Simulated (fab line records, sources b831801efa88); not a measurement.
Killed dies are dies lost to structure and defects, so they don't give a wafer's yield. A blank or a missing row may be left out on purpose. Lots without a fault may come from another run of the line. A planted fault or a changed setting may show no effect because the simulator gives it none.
Which tool did it? | flow gf180mcu | 12 lots, 36 wafers sampled, at 4 steps of a route of 602

WHAT THE GAUGES READ, wafer by wafer
GF_V4_CD_MEAS_14: target cd 260 nm. Usual: cd_nm 260.1 nm, standard deviation 1.1.
lot  | measured     | on        | cd_nm (nm)        | flag
L892 | day 23 15:47 | cd_sem-01 | 259.5 260.7 260.4 |
L894 | day 24 15:54 | cd_sem-01 | 260.5 259.2 260.3 |
L897 | day 25 08:24 | cd_sem-02 | 260.9 260.3 259.5 |
L898 | day 27 16:22 | cd_sem-01 | 260.1 260.5 260.1 |
L900 | day 27 19:16 | cd_sem-02 | 262.6 262.4 261.2 |
L901 | day 27 23:38 | cd_sem-01 | 260.5 261.2 260.1 |
L904 | day 28 03:10 | cd_sem-01 | 260.3 262.0 261.5 |
L906 | day 29 07:30 | cd_sem-02 | 259.7 259.6 260.7 |
L907 | day 29 10:18 | cd_sem-01 | 259.7 258.8 259.1 |
L909 | day 29 23:39 | cd_sem-02 | 259.4 261.2 260.0 |
L911 | day 30 21:01 | cd_sem-02 | 258.5 259.3 259.2 |
L915 | day 31 14:39 | cd_sem-01 | 258.3 259.0 258.8 |

GF_M5_CD_MEAS_07: target cd 280 nm. Usual: cd_nm 280.2 nm, standard deviation 0.84.
lot  | measured     | on        | cd_nm (nm)        | flag
L892 | day 25 13:14 | cd_sem-01 | 279.6 280.5 281.4 |
L894 | day 26 10:59 | cd_sem-01 | 279.3 280.2 279.8 |
L897 | day 27 02:42 | cd_sem-01 | 282.0 280.5 281.6 |
L898 | day 29 08:18 | cd_sem-02 | 280.5 281.9 280.7 |
L900 | day 29 11:43 | cd_sem-01 | 280.3 280.6 280.4 |
L901 | day 29 14:43 | cd_sem-02 | 279.3 279.8 279.4 |
L904 | day 29 18:18 | cd_sem-02 | 281.4 280.0 281.1 |
L906 | day 30 22:29 | cd_sem-01 | 280.9 287.4 287.4 | OFF
L907 | day 30 23:44 | cd_sem-02 | 279.3 280.3 280.1 |
L909 | day 31 12:57 | cd_sem-01 | 279.7 286.0 286.8 | OFF
L911 | day 32 10:08 | cd_sem-01 | 279.7 278.7 279.5 |
L915 | day 33 02:38 | cd_sem-01 | 280.6 281.3 282.3 |

WHICH TOOL RAN EACH LOT (tool, then ch and the chambers of the sampled wafers, then the start)
lot  | GF_MIM_CVD_05                   | GF_M5_PEB_05
L892 | pecvd-04 ch 0,1,2, day 23 17:31 | litho_track-03 ch 0, day 25 12:53
L894 | pecvd-01 ch 0,1, day 24 17:37   | litho_track-01 ch 0, day 26 10:39
L897 | pecvd-03 ch 0,2, day 25 10:09   | litho_track-03 ch 0, day 27 02:22
L898 | pecvd-01 ch 0,1,2, day 27 18:05 | litho_track-04 ch 0, day 29 07:58
L900 | pecvd-03 ch 1,2, day 27 21:00   | litho_track-03 ch 0, day 29 11:24
L901 | pecvd-04 ch 1,2, day 28 01:24   | litho_track-01 ch 0, day 29 14:22
L904 | pecvd-03 ch 0,1,2, day 28 04:53 | litho_track-03 ch 0, day 29 17:58
L906 | pecvd-03 ch 0,1, day 29 09:14   | litho_track-03 ch 0, day 30 22:08
L907 | pecvd-01 ch 0,1,2, day 29 12:01 | litho_track-01 ch 0, day 30 23:24
L909 | pecvd-04 ch 1,2, day 30 01:23   | litho_track-03 ch 0, day 31 12:37
L911 | pecvd-04 ch 0,1, day 30 22:46   | litho_track-01 ch 0, day 32 09:48
L915 | pecvd-04 ch 0,2, day 31 16:22   | litho_track-01 ch 0, day 33 02:18
- GF_MIM_CVD_05: deposits Si3N4, target thk 42 nm, time 29.086 s.
- GF_M5_PEB_05: peb time 90 s.

WHAT THE TOOLS THEMSELVES READ (means of the sampled wafers that have a number; where no wafer has one, the mark that the record gives instead)
GF_MIM_CVD_05. Usual: heater_power_w 666 W, standard deviation 73.
lot  | tool     | heater_power_w (W) | flag
L892 | pecvd-04 | 667                |
L894 | pecvd-01 | 591                |
L897 | pecvd-03 | 708                |
L898 | pecvd-01 | 658                |
L900 | pecvd-03 | 662                |
L901 | pecvd-04 | 646                |
L904 | pecvd-03 | 689                |
L906 | pecvd-03 | 727                |
L907 | pecvd-01 | 563                |
L909 | pecvd-04 | 609                |
L911 | pecvd-04 | 672                |
L915 | pecvd-04 | 676                |

GF_M5_PEB_05. Usual: heater_power_total_W 85.70 W, standard deviation 0.088.
lot  | tool           | heater_power_total_W (W) | flag
L892 | litho_track-03 | 85.69                    |
L894 | litho_track-01 | 85.71                    |
L897 | litho_track-03 | 85.66                    |
L898 | litho_track-04 | 85.76                    |
L900 | litho_track-03 | 85.70                    |
L901 | litho_track-01 | 85.64                    |
L904 | litho_track-03 | 85.61                    |
L906 | litho_track-03 | 90.74                    | OFF
L907 | litho_track-01 | 85.62                    |
L909 | litho_track-03 | 90.83                    | OFF
L911 | litho_track-01 | 85.73                    |
L915 | litho_track-01 | 85.72                    |

THE ANSWER, worked out from the rows above alone
Rule: a lot is off if the mean of its wafers that have a number lies more than 3 standard deviations from the usual mean. A lot without any number at a reading at which 4 lots or more have one is off too. The other lots that the step has rows for count as sound. The gauges are gone through in route order, then the tools' own readings, and for those a lot's mean is taken as printed above. The first step at which some lot is off is used, and at that step the reading that is off furthest; a lot without a number counts as furthest.
Off: L906, L909, at GF_M5_CD_MEAS_07 (cd_nm).
A tool fits if, at a process step before that reading, it ran every lot that is off, and no sound lot after the first of them. The gauges at GF_M5_CD_MEAS_07 aren't tried: what is off there is off at GF_M5_PEB_05 too, on other tools, and a gauge's error can't cause that. One fits: litho_track-03 at GF_M5_PEB_05. Its last sound lot is L904 (day 29 17:58), its first lot that is off L906 (day 30 22:08): a fault that began between those two fits.
The tool's own readings at GF_M5_PEB_05 bear it out: on the lots that are off they differ by more than 5 times the standard deviation of the sound lots' means. heater_power_total_W reads 90.78 W there against 85.68 W on the sound lots.

WHAT THE SIMULATOR HAD PUT IN
Process parameter drift: litho_track-03, from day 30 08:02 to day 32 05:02, at GF_M5_PEB_05. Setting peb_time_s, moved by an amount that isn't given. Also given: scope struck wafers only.
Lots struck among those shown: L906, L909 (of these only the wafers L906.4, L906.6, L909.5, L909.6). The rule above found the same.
